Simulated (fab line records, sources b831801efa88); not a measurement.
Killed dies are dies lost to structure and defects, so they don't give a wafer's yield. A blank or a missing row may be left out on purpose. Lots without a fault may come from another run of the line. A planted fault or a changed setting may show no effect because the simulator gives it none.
Which tool did it? | flow gf180mcu | 12 lots, 35 wafers sampled, at 3 steps of a route of 602

WHAT THE GAUGES READ, wafer by wafer
GF_M4_RS_MEAS_05: measures by four-point-probe. Usual: M4_ALCU_RS 0.0695 ohm/sq, standard deviation 0.00059.
lot  | measured     | on            | M4_ALCU_RS (ohm/sq)  | flag
L488 | day 22 10:33 | film_metro-02 | 0.0704 0.0712 0.0717 |
L490 | day 23 05:00 | film_metro-02 | 0.0707 0.0703 0.0702 |
L493 | day 24 09:17 | film_metro-03 | 0.0698 0.0695 0.0699 |
L494 | day 24 20:09 | film_metro-02 | 0.0696 0.0691 0.0697 |
L495 | day 25 06:15 | film_metro-01 | 0.0686 0.0698 0.0684 |
L496 | day 25 12:43 | film_metro-03 | 0.0701 0.0697 0.0694 |
L497 | day 25 18:32 | film_metro-02 | 0.0695 0.0691 0.0693 |
L498 | day 26 06:07 | film_metro-02 | 0.0694 0.0695 0.0693 |
L499 | day 26 06:42 | film_metro-02 | 0.0695 0.0696 0.0692 |
L501 | day 27 01:40 | film_metro-02 | 0.0702 0.0697 0.0701 |
L502 | day 27 07:55 | film_metro-02 | 0.0694 0.0686        |
L510 | day 29 11:20 | film_metro-01 | 0.0696 0.0700 0.0700 |

WHICH TOOL RAN EACH LOT (tool, then ch and the chambers of the sampled wafers, then the start)
lot  | GF_V3_CVD_23                  | GF_M4_SPUTTER_04
L488 | cvd_w-01 ch 0,1, day 22 09:44 | pvd_sputter-04, day 22 10:31
L490 | cvd_w-01 ch 0,1, day 23 04:10 | pvd_sputter-02, day 23 04:56
L493 | cvd_w-02 ch 0,1, day 24 08:27 | pvd_sputter-02, day 24 09:11
L494 | cvd_w-01 ch 0,1, day 24 19:20 | pvd_sputter-02, day 24 20:07
L495 | cvd_w-02 ch 0,1, day 25 05:25 | pvd_sputter-04, day 25 06:11
L496 | cvd_w-01 ch 0,1, day 25 11:54 | pvd_sputter-04, day 25 12:40
L497 | cvd_w-02 ch 0,1, day 25 17:43 | pvd_sputter-03, day 25 18:29
L498 | cvd_w-02 ch 0,1, day 26 05:18 | pvd_sputter-03, day 26 06:04
L499 | cvd_w-01 ch 1, day 26 05:53   | pvd_sputter-02, day 26 06:40
L501 | cvd_w-02 ch 0, day 27 00:51   | pvd_sputter-02, day 27 01:37
L502 | cvd_w-02 ch 0,1, day 27 07:05 | pvd_sputter-03, day 27 07:52
L510 | cvd_w-01 ch 1, day 29 10:31   | pvd_sputter-04, day 29 11:17
- GF_V3_CVD_23: deposits W, target thk 350 nm, time 104.9 s.
- GF_M4_SPUTTER_04: material TiN, target thk 50 nm, time 41.7 s.

WHAT THE TOOLS THEMSELVES READ (means of the sampled wafers that have a number; where no wafer has one, the mark that the record gives instead)
GF_V3_CVD_23. Usual: heater_power_w 826 W, standard deviation 52.
lot  | tool     | heater_power_w (W) | flag
L488 | cvd_w-01 | 776                |
L490 | cvd_w-01 | 781                |
L493 | cvd_w-02 | 870                |
L494 | cvd_w-01 | 784                |
L495 | cvd_w-02 | 847                |
L496 | cvd_w-01 | 814                |
L497 | cvd_w-02 | 855                |
L498 | cvd_w-02 | 874                |
L499 | cvd_w-01 | 750                |
L501 | cvd_w-02 | 839                |
L502 | cvd_w-02 | 865                |
L510 | cvd_w-01 | 754                |

GF_M4_SPUTTER_04. Usual: cathode_dc_power_W 6500.0 W, standard deviation 1.3; chamber_pressure_pa 0.4000 Pa, standard deviation 0.00083; throttle_valve_pct 29.9 %, standard deviation 0.94.
lot  | tool           | cathode_dc_power_W (W) | chamber_pressure_pa (Pa) | throttle_valve_pct (%) | flag
L488 | pvd_sputter-04 | 6499.6                 | 0.4000                   | 29.7                   |
L490 | pvd_sputter-02 | 6499.0                 | 0.3996                   | 30.1                   |
L493 | pvd_sputter-02 | 6500.7                 | 0.4002                   | 29.9                   |
L494 | pvd_sputter-02 | 6499.8                 | 0.3996                   | 30.0                   |
L495 | pvd_sputter-04 | 6499.0                 | 0.4001                   | 28.3                   |
L496 | pvd_sputter-04 | 6501.3                 | 0.3999                   | 29.6                   |
L497 | pvd_sputter-03 | 6500.5                 | 0.4005                   | 30.3                   |
L498 | pvd_sputter-03 | 6499.6                 | 0.3993                   | 30.6                   |
L499 | pvd_sputter-02 | 6498.9                 | 0.4001                   | 29.8                   |
L501 | pvd_sputter-02 | 6500.0                 | 0.3997                   | 30.3                   |
L502 | pvd_sputter-03 | 6501.1                 | 0.4004                   | 30.9                   |
L510 | pvd_sputter-04 | 6499.4                 | 0.3999                   | 29.7                   |

THE ANSWER, worked out from the rows above alone
Rule: a lot is off if the mean of its wafers that have a number lies more than 3 standard deviations from the usual mean. A lot without any number at a reading at which 4 lots or more have one is off too. The other lots that the step has rows for count as sound. The gauges are gone through in route order, then the tools' own readings, and for those a lot's mean is taken as printed above. The first step at which some lot is off is used, and at that step the reading that is off furthest; a lot without a number counts as furthest.
No lot is off at any reading shown: from this, nothing can be told.

WHAT THE SIMULATOR HAD PUT IN
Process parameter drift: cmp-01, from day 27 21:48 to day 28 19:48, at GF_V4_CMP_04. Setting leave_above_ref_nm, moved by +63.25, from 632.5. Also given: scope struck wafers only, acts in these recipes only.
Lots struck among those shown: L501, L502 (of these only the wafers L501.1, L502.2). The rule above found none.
